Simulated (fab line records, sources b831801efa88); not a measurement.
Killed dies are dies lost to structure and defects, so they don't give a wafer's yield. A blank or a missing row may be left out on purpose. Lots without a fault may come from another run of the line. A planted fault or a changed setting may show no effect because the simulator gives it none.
Split-lot experiment | flow sky130 | 5 lots, 23 wafers read, on a route of 708 steps

THE SPLIT
At SKY_POLY_CUT_ETCH_10 (etches BARC in N2/H2, stops on SiO2, time 45.9 s, target depth 60 nm), the setting time_s was moved away from the recipe's 45.9 s on 9 of the 23 wafers read, by -14.1% to +11.3%. The other wafers ran this setting at the recipe's value.

The reading is taken at the split's own step.

THE READING
oes_product_au, in a.u., at SKY_POLY_CUT_ETCH_10 (etches BARC in N2/H2, stops on SiO2, time 45.9 s, target depth 60 nm). Fault-free wafers of this fab line usually give 0.854 a.u., standard deviation 0.005 a.u..

wafer  | tool, chamber at the split | time_s as run, s | against the recipe | oes_product_au, a.u. | against lot-mates on the recipe
L078.2 | rie_diel-04, 2             | 45.9             | recipe             | 0.859                | -
L078.4 | rie_diel-04, 3             | 45.9             | recipe             | 0.851                | -
L078.6 | rie_diel-04, 0             | 45.9             | recipe             | 0.850                | -
L079.1 | rie_diel-02, 2             | 45.9             | recipe             | 0.863                | -
L079.2 | rie_diel-02, 3             | 45.9             | recipe             | 0.856                | -
L079.3 | rie_diel-02, 1             | 45.9             | recipe             | 0.854                | -
L079.5 | rie_diel-02, 3             | 50.59            | +10.2%             | 0.834                | -0.024
L079.6 | rie_diel-02, 0             | 50.59            | +10.2%             | 0.842                | -0.016
L081.1 | rie_diel-01, 1             | 39.44            | -14.1%             | 0.932                | +0.074
L081.2 | rie_diel-01, 0             | 45.9             | recipe             | 0.867                | -
L081.3 | rie_diel-01, 3             | 45.9             | recipe             | 0.854                | -
L081.5 | rie_diel-01, 0             | 45.9             | recipe             | 0.853                | -
L081.6 | rie_diel-01, 3             | 39.44            | -14.1%             | 0.944                | +0.086
L082.1 | rie_diel-04, 3             | 45.9             | recipe             | 0.859                | -
L082.3 | rie_diel-04, 2             | 45.9             | recipe             | 0.855                | -
L082.4 | rie_diel-04, 0             | 51.07            | +11.3%             | 0.831                | -0.022
L082.5 | rie_diel-04, 1             | 51.07            | +11.3%             | 0.831                | -0.022
L082.6 | rie_diel-04, 0             | 45.9             | recipe             | 0.846                | -
L084.1 | rie_diel-02, 2             | 45.9             | recipe             | 0.856                | -
L084.2 | rie_diel-02, 1             | 43.65            | -4.9%              | 0.874                | +0.019
L084.3 | rie_diel-02, 3             | 43.65            | -4.9%              | 0.874                | +0.019
L084.5 | rie_diel-02, 2             | 43.65            | -4.9%              | 0.882                | +0.027
L084.6 | rie_diel-02, 3             | 45.9             | recipe             | 0.855                | -

THE FIT
A straight line over all 23 wafers: oes_product_au changes by -0.00381 a.u. for each +1% of time_s; r = -0.91; the points scatter about the line by 0.012 a.u..
The same after taking each lot's own level away (the mean of its wafers on the recipe; 23 wafers): -0.00373 a.u. for each +1%; r = -0.91; scatter 0.011 a.u..
On that fit, the largest move of time_s shifts the reading by 0.052 a.u..
The lots' own levels span 0.8533 to 0.8580 a.u., that is 0.9 times the standard deviation above.
So the lot-to-lot level changes the slope little: the two slopes agree.
Check: with one of the wafers moved furthest among these (-14.1%) left out of the fit, the line predicts +0.0532 a.u. for it against its lot-mates. It came out at +0.074 a.u. against them.
Tool readings at the split's step, against how far the setting was moved: oes_product_au r = -0.91.

OTHER SPLITS ON THESE WAFERS
These wafers also went through other splits before the reading. Each is held against what the fit with the lots' levels taken away leaves over:
other split on the same wafers    | wafers away from the commonest value | r with oes_product_au (lot level and that fit taken away)
SKY_LDD_HVP_IMPLANT_08 energy_kev | 8                                    | -0.06

THE WHOLE CHAIN: every reading that the file lists as answering this split, in the file's order
step                 | what it does                                                         | reading                                                                               | change (the file's fit)                   | r (the file's)
SKY_POLY_CUT_ETCH_10 | etches BARC in N2/H2, stops on SiO2, time 45.9 s, target depth 60 nm | oes_product_au                                                                        | -0.00371 a.u. for each +1% of the setting | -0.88
SKY_POLY_CUT_ETCH_10 | etches BARC in N2/H2, stops on SiO2, time 45.9 s, target depth 60 nm | KrF-thick_of_POLY_CUT_COAT_03.thk_nm (the simulator's own value, which no gauge read) | -0.291 nm for each +1% of the setting     | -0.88

THE FILE'S OWN FIT
oes_product_au changes by -0.00371 a.u. for each +1% of time_s, r = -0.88.
